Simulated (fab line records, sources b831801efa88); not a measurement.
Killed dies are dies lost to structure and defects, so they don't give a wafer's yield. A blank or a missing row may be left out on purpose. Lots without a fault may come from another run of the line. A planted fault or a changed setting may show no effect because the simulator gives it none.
fab line records | flow sky130
record lots=5 wafers=15 last_day=50
route steps=708 shown METAL5@663 PASSIVATION@681 PAD_OPEN@694
lots that met no fault: from a run of the same line without faults
start_h: hours from the record's first day to the start of the lot's first wafer shown | wait_h: hours since the lot's step before | " the same as in the row above | L1.1+2: a row that stands for several wafers | - no value, or no start given | * or withheld: withheld | < > ~ a bound
route shown NAME@n: a module of which the file shows steps, and the number in the route of the first | usual: mean/standard deviation of fault-free wafers | same: alike in all rows | chamber/n: place in a boat | sites: the reading at each site | _std_site: their standard deviation | _edge_site: outer sites' mean less inner sites' | radius_mm: how far each site lies from the wafer's centre | mask NAME#n: copy n | behind: the tool/chamber that last shaped the wafer | hold: why the lot was held/for how many hours/how that ended | device: the transistor (n, p or np) that didn't switch | end of line: the same wafers' tests at the end of the route | a step without rows: its recipe alone | killed: dies lost to structure and defects at the first sort, not the wafer's yield | map: a wafer's dies, x killed, . not, _ none there
set.NAME: the setting as run; set.NAME@STEP: as run at that earlier step | model.NAME: the simulator's own value behind a step, which no gauge read
lots at some steps of the route; a table a step, a row a wafer
services: from which hour (start_h, from the record's first day; less than 0 if before it) a tool's chamber was out of use, for how many hours, and why
## steps
# step SKY_METAL5_SPUTTER_02
# recipe material=AlCu target_thk_nm=1150 power_w=10600 time_s=61.2 chamber_pressure_pa=0.4
# usual throttle_valve_pct=30.0/0.6
# columns lot.wafer tool chamber start_h wait_h throttle_valve_pct
L074.1 pvd_sputter-01 - 996.07 0.0 30.4
L074.2 " - " " 29.6
L074.6 " - " " 30.1
L075.2 pvd_sputter-01 - 1007.47 0.0 28.7
L075.3 " - " " 30.0
L075.5 " - " " 30.3
L076.2 pvd_sputter-03 - 1015.97 0.0 30.1
L076.3 " - " " 30.4
L076.6 " - " " 30.4
L077.2 pvd_sputter-03 - 1023.96 0.0 30.4
L077.4 " - " " 30.2
L077.5 " - " " 30.1
L096.1 pvd_sputter-01 - 1140.17 0.0 30.2
L096.2 " - " " 29.5
L096.6 " - " " 30.1
# step SKY_METAL5_SPUTTER_03
# recipe material=Ti target_thk_nm=5 power_w=3000 time_s=3.3 chamber_pressure_pa=0.4
# usual throttle_valve_pct=29.9/0.63
# columns lot.wafer tool chamber start_h wait_h throttle_valve_pct
L074.1 pvd_sputter-01 - 996.12 0.0 30.2
L074.2 " - " " 29.8
L074.6 " - " " 30.1
L075.2 pvd_sputter-01 - 1007.52 0.0 28.8
L075.3 " - " " 29.6
L075.5 " - " " 30.2
L076.2 pvd_sputter-03 - 1016.02 0.0 30.2
L076.3 " - " " 30.3
L076.6 " - " " 30.1
L077.2 pvd_sputter-03 - 1024.01 0.0 30.5
L077.4 " - " " 29.9
L077.5 " - " " 30.4
L096.1 pvd_sputter-01 - 1140.22 0.0 30.2
L096.2 " - " " 29.7
L096.6 " - " " 30.1
# step SKY_METAL5_SPUTTER_04
# recipe material=TiN target_thk_nm=70 power_w=6500 time_s=58.3 chamber_pressure_pa=0.4
# usual throttle_valve_pct=29.9/0.61
# columns lot.wafer tool chamber start_h wait_h throttle_valve_pct
L074.1 pvd_sputter-01 - 996.14 0.0 30.2
L074.2 " - " " 29.9
L074.6 " - " " 30.0
L075.2 pvd_sputter-01 - 1007.54 0.0 28.8
L075.3 " - " " 29.5
L075.5 " - " " 30.1
L076.2 pvd_sputter-03 - 1016.04 0.0 30.0
L076.3 " - " " 30.7
L076.6 " - " " 30.3
L077.2 pvd_sputter-03 - 1024.03 0.0 30.3
L077.4 " - " " 30.2
L077.5 " - " " 30.2
L096.1 pvd_sputter-01 - 1140.24 0.0 29.9
L096.2 " - " " 29.8
L096.6 " - " " 30.3
# step SKY_METAL5_RS_MEAS_05
# recipe thk_meas_gauge=four-point-probe reads=TiN_of_METAL5_SPUTTER_04+Ti_of_METAL5_SPUTTER_03+AlCu_of_METAL5_SPUTTER_02+TiN_of_METAL5_SPUTTER_01+Ti_of_METAL5_SPUTTER_00
# usual METAL5_ALCU_RS=0.0271/0.00028
# columns lot.wafer tool chamber start_h wait_h METAL5_ALCU_RS[ohm/sq]
L074.1 film_metro-01 - 996.19 0.0 0.0273
L074.2 " - " " 0.02707
L074.6 " - " " 0.02735
L075.2 film_metro-03 - 1007.61 0.0 0.02743
L075.3 " - " " 0.02709
L075.5 " - " " 0.02752
L076.2 film_metro-03 - 1016.11 0.0 0.02697
L076.3 " - " " 0.02673
L076.6 " - " " 0.02678
L077.2 film_metro-01 - 1024.10 0.0 0.02694
L077.4 " - " " 0.02684
L077.5 " - " " 0.0268
L096.1 film_metro-03 - 1140.29 0.0 0.02727
L096.2 " - " " 0.02729
L096.6 " - " " 0.0272
# step SKY_METAL5_THK_MEAS_06
# recipe thk_meas_gauge=xrf reads=AlCu_of_METAL5_SPUTTER_02
# usual METAL5_ALCU_THK=1117/15
# columns lot.wafer tool chamber start_h wait_h METAL5_ALCU_THK[nm]
L074.1 film_metro-01 - 996.31 0.1 1131
L074.2 " - " " 1125
L074.6 " - " " 1126
L075.2 film_metro-03 - 1007.72 0.1 1097
L075.3 " - " " 1113
L075.5 " - " " 1091
L076.2 film_metro-03 - 1016.22 0.1 1114
L076.3 " - " " 1127
L076.6 " - " " 1114
L077.2 film_metro-01 - 1024.21 0.1 1122
L077.4 " - " " 1142
L077.5 " - " " 1139
L096.1 film_metro-03 - 1140.41 0.1 1112
L096.2 " - " " 1108
L096.6 " - " " 1109
# step SKY_METAL5_DEHYDRATE_07
# recipe temp_c=200 time_s=60
# usual heater_power_total_W=160.38/0.12
# columns lot.wafer tool chamber start_h wait_h heater_power_total_W
L074.1 litho_track-03 0 1007.00 10.7 160.10
L074.2 " 0 " " 160.54
L074.6 " 0 " " 160.26
L075.2 litho_track-04 0 1018.67 10.9 160.36
L075.3 " 0 " " 160.49
L075.5 " 0 " " 160.38
L076.2 litho_track-02 0 1027.20 11.0 160.32
L076.3 " 0 " " 160.55
L076.6 " 0 " " 160.63
L077.2 litho_track-04 0 1034.27 10.0 160.44
L077.4 " 0 " " 160.49
L077.5 " 0 " " 160.48
L096.1 litho_track-03 0 1148.90 8.5 160.39
L096.2 " 0 " " 160.38
L096.6 " 0 " " 160.43
# step SKY_METAL5_HMDS_08
# recipe prime_time_s=60 prime_temp_c=120
# columns lot.wafer tool chamber start_h wait_h
L074.1+2+6 litho_track-03 0 1007.15 0.1
L075.2+3+5 litho_track-04 0 1018.82 0.1
L076.2+3+6 litho_track-02 0 1027.35 0.1
L077.2+4+5 litho_track-04 0 1034.42 0.1
L096.1+2+6 litho_track-03 0 1149.05 0.1
# step SKY_METAL5_COAT_09
# recipe resist=NOVOLAK spin_rpm=3000 resist_thk_nm=1800
# columns lot.wafer tool chamber start_h wait_h
L074.1+2+6 litho_track-03 0 1007.30 0.1
L075.2+3+5 litho_track-04 0 1018.97 0.1
L076.2+3+6 litho_track-02 0 1027.50 0.1
L077.2+4+5 litho_track-04 0 1034.57 0.1
L096.1+2+6 litho_track-03 0 1149.20 0.1
# step SKY_METAL5_SOFTBAKE_10
# recipe temp_c=90 time_s=60 resist=NOVOLAK
# usual heater_power_total_W=56.59/0.047
# columns lot.wafer tool chamber start_h wait_h heater_power_total_W
L074.1 litho_track-03 0 1007.45 0.1 56.64
L074.2 " 0 " " 56.58
L074.6 " 0 " " 56.64
L075.2 litho_track-04 0 1019.12 0.1 56.51
L075.3 " 0 " " 56.63
L075.5 " 0 " " 56.58
L076.2 litho_track-02 0 1027.65 0.1 56.54
L076.3 " 0 " " 56.53
L076.6 " 0 " " 56.58
L077.2 litho_track-04 0 1034.72 0.1 56.54
L077.4 " 0 " " 56.48
L077.5 " 0 " " 56.65
L096.1 litho_track-03 0 1149.35 0.1 56.69
L096.2 " 0 " " 56.60
L096.6 " 0 " " 56.64
# step SKY_METAL5_EXPOSE_11
# recipe mask_id=MM5 na=0.6 source_shape=conventional sigma_outer=0.6 polarization=unpolarized target_cd_nm=1600 dose_mj=190
# columns lot.wafer tool chamber start_h wait_h mask
L074.1+2+6 iline_stepper-02 0 - - MM5#0
L075.2+3+5 iline_stepper-02 0 - - MM5#0
L076.2+3+6 iline_stepper-01 0 - - MM5#0
L077.2+4+5 iline_stepper-02 0 - - MM5#0
L096.1+2+6 iline_stepper-02 0 - - MM5#0
# step SKY_METAL5_PEB_12
# recipe temp_c=withheld time_s=* resist=NOVOLAK
# columns lot.wafer tool chamber start_h wait_h
L074.1+2+6 litho_track-03 0 - -
L075.2+3+5 litho_track-04 0 - -
L076.2+3+6 litho_track-04 0 - -
L077.2+4+5 litho_track-02 0 - -
L096.1+2+6 litho_track-02 0 - -
# step SKY_METAL5_DEVELOP_13
# recipe resist=NOVOLAK developer=TMAH develop_time_s=60 dev_temp_c=23
# columns lot.wafer tool chamber start_h wait_h
L074.1+2+6 litho_track-03 0 1018.55 0.1
L075.2+3+5 litho_track-04 0 1029.67 0.1
L076.2+3+6 litho_track-04 0 1038.67 0.1
L077.2+4+5 litho_track-02 0 1046.00 0.1
L096.1+2+6 litho_track-02 0 1157.98 0.1
# step SKY_METAL5_DESCUM_14
# recipe chemistry=O2 source_power_w=150 bias_power_w=0 pressure_mtorr=10 temp_c=40 time_s=11
# usual drypump_motor_current_A=6.0/0.4 oes_product_au=0.998/0.014
# columns lot.wafer tool chamber start_h wait_h drypump_motor_current_A oes_product_au rf_hours_counter_h
L074.1 rie_metal-03 1 1018.70 0.1 5.8 1.011 19
L074.2 " 0 " " 5.6 0.997 11
L074.6 " 1 " " 5.8 1.002 -
L075.2 rie_metal-03 0 1029.79 0.1 5.6 0.983 12
L075.3 " 0 " " 5.6 0.988 -
L075.5 " 0 " " 5.6 0.976 -
L076.2 rie_metal-01 1 1038.79 0.1 6.5 1.015 14
L076.3 " 0 " " 5.9 0.984 -
L076.6 " 1 " " 6.5 1.023 -
L077.2 rie_metal-02 0 1046.14 0.1 6.4 0.991 -
L077.4 " 0 " " 6.4 0.993 -
L077.5 " 0 " " 6.3 1.001 -
L096.1 rie_metal-01 0 1158.13 0.1 5.9 0.989 25
L096.2 " 1 " " 6.5 1.022 23
L096.6 " 1 " " 6.5 1.011 -
# step SKY_METAL5_METAL_ETCH_15
# recipe target_depth_a=12600 stop_on=SiO2 over_etch_frac=0.2 time_s=252 chemistry=Cl2/BCl3 resist_sidewall_deg=86 pressure_mtorr=10 icp_w=900 bias_w=48.5 Cl2_flow_sccm=60 bcl3_flow_sccm=30
# usual bcl3_flow_sccm=29.98/0.093 drypump_motor_current_A=6.0/0.4 oes_product_au=0.894/0.0044 throttle_valve_pct=22.263/0.0095
# columns lot.wafer tool chamber start_h wait_h bcl3_flow_sccm drypump_motor_current_A oes_product_au rf_hours_counter_h throttle_valve_pct
L074.1 rie_metal-03 1 1018.73 0.0 29.68 5.9 0.902 19 22.257
L074.2 " 0 " " 30.05 5.6 0.889 11 22.255
L074.6 " 1 " " 30.07 5.8 0.900 - 22.267
L075.2 rie_metal-03 0 1029.82 0.0 30.12 5.6 0.894 12 22.259
L075.3 " 0 " " 30.07 5.6 0.896 - 22.272
L075.5 " 0 " " 30.02 5.6 0.888 - 22.257
L076.2 rie_metal-01 1 1038.82 0.0 30.04 6.5 0.892 14 22.252
L076.3 " 0 " " 29.97 5.9 0.896 - 22.252
L076.6 " 1 " " 30.09 6.5 0.888 - 22.265
L077.2 rie_metal-02 0 1046.27 0.1 30.01 6.4 0.897 - 22.265
L077.4 " 0 " " 30.00 6.4 0.891 - 22.262
L077.5 " 0 " " 29.95 6.4 0.893 - 22.279
L096.1 rie_metal-01 0 1158.16 0.0 30.05 5.9 0.897 25 22.266
L096.2 " 1 " " 29.89 6.5 0.898 23 22.262
L096.6 " 1 " " 29.77 6.6 0.893 - 22.269
# step SKY_METAL5_STRIP_16
# recipe chemistry=O2/N2 power_w=1400 pressure_mtorr=1500 platen_temp_c=withheld o2_flow_sccm=3000 n2_flow_sccm=300 overash_fraction=0.5
# usual drypump_motor_current_A=6.00/0.2 oes_product_au=0.710/0.0047 strip_time_to_endpoint_s=13.09/0.16
# columns lot.wafer tool chamber start_h wait_h drypump_motor_current_A oes_product_au rf_hours_counter_h strip_time_to_endpoint_s
L074.1 plasma_asher-04 1 1018.96 0.2 6.25 0.713 85 12.93
L074.2 " 0 " " 6.16 0.711 85 13.11
L074.6 " 1 " " 6.26 0.710 - 12.92
L075.2 plasma_asher-03 0 1030.06 0.2 5.68 0.712 60 13.22
L075.3 " 0 " " 5.68 0.700 - 13.27
L075.5 " 0 " " 5.69 0.711 - 13.27
L076.2 plasma_asher-04 0 1039.06 0.2 6.16 0.703 87 12.90
L076.3 " 1 " " 6.26 0.711 - 13.15
L076.6 " 1 " " 6.27 0.711 - 12.83
L077.2 plasma_asher-03 1 1046.66 0.3 5.87 0.713 61 13.24
L077.4 " 0 " " 5.69 0.709 - 13.23
L077.5 " 0 " " 5.70 0.701 - 13.18
L096.1 plasma_asher-04 1 1158.40 0.2 6.28 0.711 99 13.22
L096.2 " 0 " " 6.13 0.714 99 12.82
L096.6 " 0 " " 6.15 0.711 - 12.77
# step SKY_METAL5_STRIP_17
# recipe chemistry=post_etch_residue_remover time_s=1200 temp_c=72.5
# usual bath_guard_temp_C=72.6/0.55
# columns lot.wafer tool chamber start_h wait_h bath_guard_temp_C
L074.1 wet_bench-02 1 1019.06 0.1 72.2
L074.2 " 1 " " 72.3
L074.6 " 1 " " 72.3
L075.2 wet_bench-04 1 1030.16 0.1 72.8
L075.3 " 1 " " 72.6
L075.5 " 1 " " 73.0
L076.2 wet_bench-03 3 1039.16 0.1 71.8
L076.3 " 3 " " 71.8
L076.6 " 3 " " 71.8
L077.2 wet_bench-03 3 1046.76 0.1 72.2
L077.4 " 3 " " 71.5
L077.5 " 3 " " 72.0
L096.1 wet_bench-04 2 1158.57 0.1 72.7
L096.2 " 2 " " 72.5
L096.6 " 2 " " 72.5
# step SKY_METAL5_CLEAN_18
# recipe chemistry=IPA time_s=180 temp_c=25
# columns lot.wafer tool chamber start_h wait_h
L074.1+2+6 wet_bench-03 3 1019.41 0.0
L075.2+3+5 wet_bench-03 1 1030.50 0.0
L076.2+3+6 wet_bench-02 2 1039.57 0.0
L077.2+4+5 wet_bench-04 1 1047.10 0.0
L096.1+2+6 wet_bench-03 3 1158.91 0.0
# step SKY_METAL5_CLEAN_19
# recipe chemistry=O3/DIW dry=n2_spin
# columns lot.wafer tool chamber start_h wait_h
L074.1+2+6 wet_bench-02 3 1019.47 0.0
L075.2+3+5 wet_bench-02 0 1030.56 0.0
L076.2+3+6 wet_bench-04 0 1039.62 0.0
L077.2+4+5 wet_bench-03 1 1047.17 0.0
L096.1+2+6 wet_bench-04 1 1158.97 0.0
# step SKY_PASSIVATION_CVD_00
# recipe material=SiO2 target_thk_nm=90 temp_c=400 time_s=withheld rf_w=600
# usual heater_power_w=719/66
# columns lot.wafer tool chamber start_h wait_h heater_power_w
L074.1 pecvd-03 0 1019.56 0.0 814
L074.2 " 1 " " 628
L074.6 " 2 " " 703
L075.2 pecvd-03 2 1030.66 0.0 719
L075.3 " 0 " " 775
L075.5 " 1 " " 666
L076.2 pecvd-03 1 1039.72 0.0 699
L076.3 " 2 " " 681
L076.6 " 0 " " 731
L077.2 pecvd-03 2 1047.26 0.0 724
L077.4 " 0 " " 675
L077.5 " 2 " " 725
L096.1 pecvd-04 0 1159.06 0.0 705
L096.2 " 1 " " 818
L096.6 " 0 " " 689
# step SKY_PASSIVATION_THK_MEAS_01
# recipe reads=SiO2_of_PASSIVATION_CVD_00
# usual PASSIVATION_CVD_00_THK=89.7/1.2
# columns lot.wafer tool chamber start_h wait_h PASSIVATION_CVD_00_THK[nm]
L074.1 film_metro-04 - 1019.58 - 89.9
L074.2 " - " " 89.1
L074.6 " - " " 91.4
L075.2 film_metro-04 - 1030.69 - 90.5
L075.3 " - " " 89.2
L075.5 " - " " 89.6
L076.2 film_metro-04 - 1039.75 - 86.9
L076.3 " - " " 88.6
L076.6 " - " " 90.2
L077.2 film_metro-03 - 1047.29 - 89.8
L077.4 " - " " 90.1
L077.5 " - " " 91.0
L096.1 film_metro-04 - 1159.08 - 88.7
L096.2 " - " " 88.3
L096.6 " - " " 90.3
# step SKY_PASSIVATION_CVD_02
# recipe material=Si3N4 target_thk_nm=540 temp_c=400 time_s=withheld rf_w=450
# usual heater_power_w=751/80
# columns lot.wafer tool chamber start_h wait_h heater_power_w
L074.1 pecvd-04 0 1019.64 0.1 767
L074.2 " 2 " " 734
L074.6 " 0 " " 814
L075.2 pecvd-04 1 1030.74 0.0 793
L075.3 " 0 " " 679
L075.5 " 2 " " 684
L076.2 pecvd-04 0 1039.80 0.0 703
L076.3 " 1 " " 844
L076.6 " 1 " " 864
L077.2 pecvd-04 1 1047.34 0.0 792
L077.4 " 1 " " 836
L077.5 " 0 " " 779
L096.1 pecvd-03 1 1159.14 0.1 772
L096.2 " 2 " " 816
L096.6 " 2 " " 835
# step SKY_PASSIVATION_THK_MEAS_03
# recipe reads=Si3N4_of_PASSIVATION_CVD_02
# usual PASSIVATION_CVD_02_THK=539/7.9
# columns lot.wafer tool chamber start_h wait_h PASSIVATION_CVD_02_THK[nm]
L074.1 film_metro-03 - 1019.98 - 534
L074.2 " - " " 530
L074.6 " - " " 543
L075.2 film_metro-03 - 1030.97 - 529
L075.3 " - " " 537
L075.5 " - " " 544
L076.2 film_metro-02 - 1040.03 - 544
L076.3 " - " " 530
L076.6 " - " " 543
L077.2 film_metro-02 - 1047.69 - 525
L077.4 " - " " 537
L077.5 " - " " 537
L096.1 film_metro-03 - 1159.37 - 550
L096.2 " - " " 544
L096.6 " - " " 548
# step SKY_PASSIVATION_DEHYDRATE_04
# recipe temp_c=200 time_s=60
# usual heater_power_total_W=160.36/0.13
# columns lot.wafer tool chamber start_h wait_h heater_power_total_W
L074.1 litho_track-01 0 1030.18 10.2 160.14
L074.2 " 0 " " 160.44
L074.6 " 0 " " 160.29
L075.2 litho_track-01 0 1041.60 10.6 160.42
L075.3 " 0 " " 160.42
L075.5 " 0 " " 160.32
L076.2 litho_track-01 0 1050.45 10.4 160.37
L076.3 " 0 " " 160.31
L076.6 " 0 " " 160.39
L077.2 litho_track-01 0 1057.25 9.6 160.25
L077.4 " 0 " " 160.51
L077.5 " 0 " " 160.37
L096.1 litho_track-01 0 1167.33 8.0 160.28
L096.2 " 0 " " 160.33
L096.6 " 0 " " 160.67
# step SKY_PASSIVATION_HMDS_05
# recipe prime_time_s=60 prime_temp_c=120
# columns lot.wafer tool chamber start_h wait_h
L074.1+2+6 litho_track-01 0 1030.33 0.1
L075.2+3+5 litho_track-01 0 1041.75 0.1
L076.2+3+6 litho_track-01 0 1050.60 0.1
L077.2+4+5 litho_track-01 0 1057.40 0.1
L096.1+2+6 litho_track-01 0 1167.48 0.1
# step SKY_PASSIVATION_COAT_06
# recipe spin_rpm=2000 resist_thk_nm=3000
# columns lot.wafer tool chamber start_h wait_h
L074.1+2+6 litho_track-01 0 1030.48 0.1
L075.2+3+5 litho_track-01 0 1041.90 0.1
L076.2+3+6 litho_track-01 0 1050.75 0.1
L077.2+4+5 litho_track-01 0 1057.55 0.1
L096.1+2+6 litho_track-01 0 1167.63 0.1
# step SKY_PASSIVATION_SOFTBAKE_07
# recipe temp_c=110 time_s=withheld
# usual heater_power_total_W=65.33/0.14
# columns lot.wafer tool chamber start_h wait_h heater_power_total_W
L074.1 litho_track-01 0 1030.63 0.1 65.11
L074.2 " 0 " " 65.34
L074.6 " 0 " " 65.58
L075.2 litho_track-01 0 1042.06 0.1 65.31
L075.3 " 0 " " 65.50
L075.5 " 0 " " 65.47
L076.2 litho_track-01 0 1050.91 0.1 65.28
L076.3 " 0 " " 65.37
L076.6 " 0 " " 65.36
L077.2 litho_track-01 0 1057.71 0.1 65.18
L077.4 " 0 " " 65.37
L077.5 " 0 " " 65.37
L096.1 litho_track-01 0 1167.78 0.1 65.18
L096.2 " 0 " " 65.17
L096.6 " 0 " " 65.20
# step SKY_PASSIVATION_EXPOSE_08
# recipe mask_id=NSM target_cd_nm=3000 na=0.57 dose_mj=260
# columns lot.wafer tool chamber start_h wait_h mask
L074.1+2+6 iline_stepper-02 0 - - NSM#0
L075.2+3+5 iline_stepper-02 0 - - NSM#0
L076.2+3+6 iline_stepper-02 0 - - NSM#0
L077.2+4+5 iline_stepper-01 0 - - NSM#0
L096.1+2+6 iline_stepper-01 0 - - NSM#0
# step SKY_PASSIVATION_PEB_09
# recipe temp_c=115 time_s=withheld
# usual heater_power_total_W=69.34/0.13
# columns lot.wafer tool chamber start_h wait_h heater_power_total_W
L074.1 litho_track-03 0 - - 69.28
L074.2 " 0 " " 69.14
L074.6 " 0 " " 69.28
L075.2 litho_track-01 0 - - 69.28
L075.3 " 0 " " 69.46
L075.5 " 0 " " 69.41
L076.2 litho_track-01 0 - - 69.42
L076.3 " 0 " " 69.51
L076.6 " 0 " " 69.25
L077.2 litho_track-03 0 - - 69.19
L077.4 " 0 " " 69.35
L077.5 " 0 " " 69.26
L096.1 litho_track-01 0 - - 69.33
L096.2 " 0 " " 69.38
L096.6 " 0 " " 69.22
# step SKY_PASSIVATION_DEVELOP_10
# recipe develop_time_s=60 dev_temp_c=23
# columns lot.wafer tool chamber start_h wait_h
L074.1+2+6 litho_track-03 0 - -
L075.2+3+5 litho_track-01 0 - -
L076.2+3+6 litho_track-01 0 - -
L077.2+4+5 litho_track-03 0 - -
L096.1+2+6 litho_track-01 0 - -
# step SKY_PASSIVATION_ETCH_11
# recipe chemistry=CF4/O2 target_depth_nm=725 stop_on=AlCu source_w=800 bias_w=150 pressure_mtorr=150 cf4_flow_sccm=80 O2_flow_sccm=10 time_s=161.1
# usual O2_flow_sccm=10.00/0.032 drypump_motor_current_A=5.7/0.5 oes_product_au=0.976/0.007 throttle_valve_pct=5.964/0.0097
# columns lot.wafer tool chamber start_h wait_h O2_flow_sccm drypump_motor_current_A oes_product_au rf_hours_counter_h throttle_valve_pct
L074.1 rie_diel-03 3 1042.40 - 10.05 5.5 0.976 10 5.981
L074.2 " 2 " " 9.98 5.3 0.971 15 5.957
L074.6 " 0 " " 10.01 6.6 0.981 - 5.962
L075.2 rie_diel-01 2 1052.78 - 9.95 6.1 0.970 7 5.969
L075.3 " 3 " " 10.03 5.2 0.976 19 5.970
L075.5 " 3 " " 10.03 5.2 0.981 - 5.956
L076.2 rie_diel-03 1 1061.18 - 10.02 6.4 0.980 19 5.962
L076.3 " 2 " " 10.02 5.3 0.979 16 5.962
L076.6 " 2 " " 9.96 5.3 0.973 - 5.960
L077.2 rie_diel-01 1 1068.30 - 10.02 5.1 0.972 13 5.951
L077.4 " 2 " " 9.95 6.1 0.975 8 5.974
L077.5 " 3 " " 9.97 5.2 0.978 - 5.958
L096.1 rie_diel-02 3 1175.73 - 10.01 5.8 0.984 24 5.959
L096.2 " 1 " " 9.93 5.4 0.970 18 5.970
L096.6 " 1 " " 9.94 5.4 0.963 - 5.957
# step SKY_PASSIVATION_STRIP_12
# recipe chemistry=O2/N2 power_w=1400 pressure_mtorr=1500 platen_temp_c=withheld overash_fraction=0.7 o2_flow_sccm=3000 n2_flow_sccm=300
# usual drypump_motor_current_A=5.9/0.47 oes_product_au=0.660/0.0047 strip_time_to_endpoint_s=31.44/0.16
# columns lot.wafer tool chamber start_h wait_h drypump_motor_current_A oes_product_au rf_hours_counter_h strip_time_to_endpoint_s
L074.1 plasma_asher-02 0 1042.50 0.1 6.4 0.663 30 31.33
L074.2 " 1 " " 5.0 0.658 30 31.41
L074.6 " 1 " " 5.0 0.657 - 31.50
L075.2 plasma_asher-04 1 1052.88 0.1 6.2 0.660 89 31.38
L075.3 " 0 " " 6.2 0.657 - 31.62
L075.5 " 1 " " 6.2 0.658 - 31.58
L076.2 plasma_asher-02 1 1061.28 0.1 5.1 0.664 32 31.17
L076.3 " 1 " " 5.1 0.663 - 31.37
L076.6 " 0 " " 6.4 0.656 - 31.46
L077.2 plasma_asher-03 0 1068.40 0.1 5.7 0.648 63 31.55
L077.4 " 0 " " 5.7 0.661 - 31.46
L077.5 " 1 " " 5.9 0.658 - 31.53
L096.1 plasma_asher-02 0 1175.83 0.1 6.4 0.664 43 31.44
L096.2 " 1 " " 5.0 0.669 43 31.70
L096.6 " 0 " " 6.4 0.656 - 31.82
# step SKY_PAD_OPEN_DEHYDRATE_00
# recipe temp_c=200 time_s=60
# usual heater_power_total_W=160.38/0.13
# columns lot.wafer tool chamber start_h wait_h heater_power_total_W
L074.1 litho_track-03 0 1052.65 10.1 160.34
L074.2 " 0 " " 160.24
L074.6 " 0 " " 160.55
L075.2 litho_track-03 0 1062.37 9.5 160.22
L075.3 " 0 " " 160.33
L075.5 " 0 " " 160.35
L076.2 litho_track-01 0 1071.85 10.5 160.40
L076.3 " 0 " " 160.33
L076.6 " 0 " " 160.41
L077.2 litho_track-04 0 1077.67 9.2 160.46
L077.4 " 0 " " 160.55
L077.5 " 0 " " 160.46
L096.1 litho_track-03 0 1183.15 7.3 160.45
L096.2 " 0 " " 160.25
L096.6 " 0 " " 160.11
# step SKY_PAD_OPEN_HMDS_01
# recipe prime_time_s=60 prime_temp_c=120
# columns lot.wafer tool chamber start_h wait_h
L074.1+2+6 litho_track-03 0 1052.80 0.1
L075.2+3+5 litho_track-03 0 1062.52 0.1
L076.2+3+6 litho_track-01 0 1072.00 0.1
L077.2+4+5 litho_track-04 0 1077.82 0.1
L096.1+2+6 litho_track-03 0 1183.30 0.1
# step SKY_PAD_OPEN_COAT_02
# recipe spin_rpm=2000 resist_thk_nm=3000
# columns lot.wafer tool chamber start_h wait_h
L074.1+2+6 litho_track-03 0 1052.95 0.1
L075.2+3+5 litho_track-03 0 1062.67 0.1
L076.2+3+6 litho_track-01 0 1072.15 0.1
L077.2+4+5 litho_track-04 0 1077.97 0.1
L096.1+2+6 litho_track-03 0 1183.45 0.1
# step SKY_PAD_OPEN_SOFTBAKE_03
# recipe temp_c=110 time_s=withheld
# usual heater_power_total_W=65.31/0.13
# columns lot.wafer tool chamber start_h wait_h heater_power_total_W
L074.1 litho_track-03 0 1053.10 0.1 65.34
L074.2 " 0 " " 65.30
L074.6 " 0 " " 65.43
L075.2 litho_track-03 0 1062.83 0.1 65.50
L075.3 " 0 " " 65.43
L075.5 " 0 " " 65.32
L076.2 litho_track-01 0 1072.31 0.1 65.24
L076.3 " 0 " " 65.15
L076.6 " 0 " " 65.14
L077.2 litho_track-04 0 1078.12 0.1 65.34
L077.4 " 0 " " 65.21
L077.5 " 0 " " 65.31
L096.1 litho_track-03 0 1183.60 0.1 65.42
L096.2 " 0 " " 65.21
L096.6 " 0 " " 65.09
# step SKY_PAD_OPEN_EXPOSE_04
# recipe mask_id=PDM target_cd_nm=60000 na=0.57 dose_mj=260
# columns lot.wafer tool chamber start_h wait_h mask
L074.1+2+6 iline_stepper-01 0 - - PDM#0
L075.2+3+5 iline_stepper-01 0 - - PDM#0
L076.2+3+6 iline_stepper-01 0 - - PDM#0
L077.2+4+5 iline_stepper-01 0 - - PDM#0
L096.1+2+6 iline_stepper-02 0 - - PDM#0
# step SKY_PAD_OPEN_PEB_05
# recipe temp_c=115 time_s=withheld
# usual heater_power_total_W=69.35/0.12
# columns lot.wafer tool chamber start_h wait_h heater_power_total_W
L074.1 litho_track-03 0 - - 69.23
L074.2 " 0 " " 69.26
L074.6 " 0 " " 69.31
L075.2 litho_track-03 0 - - 69.22
L075.3 " 0 " " 69.55
L075.5 " 0 " " 69.49
L076.2 litho_track-04 0 - - 69.23
L076.3 " 0 " " 69.53
L076.6 " 0 " " 69.51
L077.2 litho_track-04 0 - - 69.48
L077.4 " 0 " " 69.31
L077.5 " 0 " " 69.22
L096.1 litho_track-04 0 - - 69.17
L096.2 " 0 " " 69.50
L096.6 " 0 " " 69.28
# step SKY_PAD_OPEN_DEVELOP_06
# recipe develop_time_s=60 dev_temp_c=23
# columns lot.wafer tool chamber start_h wait_h
L074.1+2+6 litho_track-03 0 - -
L075.2+3+5 litho_track-03 0 - -
L076.2+3+6 litho_track-04 0 - -
L077.2+4+5 litho_track-04 0 - -
L096.1+2+6 litho_track-04 0 - -
## services
# columns tool chamber start_h hours kind
pecvd-03 0 977.99 5.8 repair
wet_bench-03 - 981.10 1.9 pm
iline_stepper-02 - 984.71 4.4 pm
iline_stepper-01 - 991.11 21.4 repair
pecvd-03 - 1002.17 1.1 repair
iline_stepper-02 - 1017.48 1.7 pm
pecvd-03 - 1019.83 0.8 repair
pvd_sputter-01 - 1023.00 3.1 repair
rie_metal-01 - 1030.40 2.8 pm
wet_bench-02 - 1047.65 1.2 repair
rie_metal-03 0 1050.67 18.6 repair
plasma_asher-04 - 1085.82 2.8 pm
pecvd-04 - 1093.52 1.8 repair
iline_stepper-02 - 1094.02 2.2 repair
pvd_sputter-03 - 1108.60 12.2 repair
iline_stepper-01 - 1109.45 2.1 pm
pecvd-03 2 1120.80 5.9 repair
rie_metal-03 - 1121.95 1.4 pm
pecvd-03 - 1124.42 2.8 pm
rie_metal-03 - 1157.80 1.2 repair
iline_stepper-02 - 1164.87 7.3 repair
pvd_sputter-01 - 1185.77 1.2 repair
iline_stepper-01 - 1189.17 1.7 pm
iline_stepper-01 - 1191.44 1.2 repair
## key
fault none
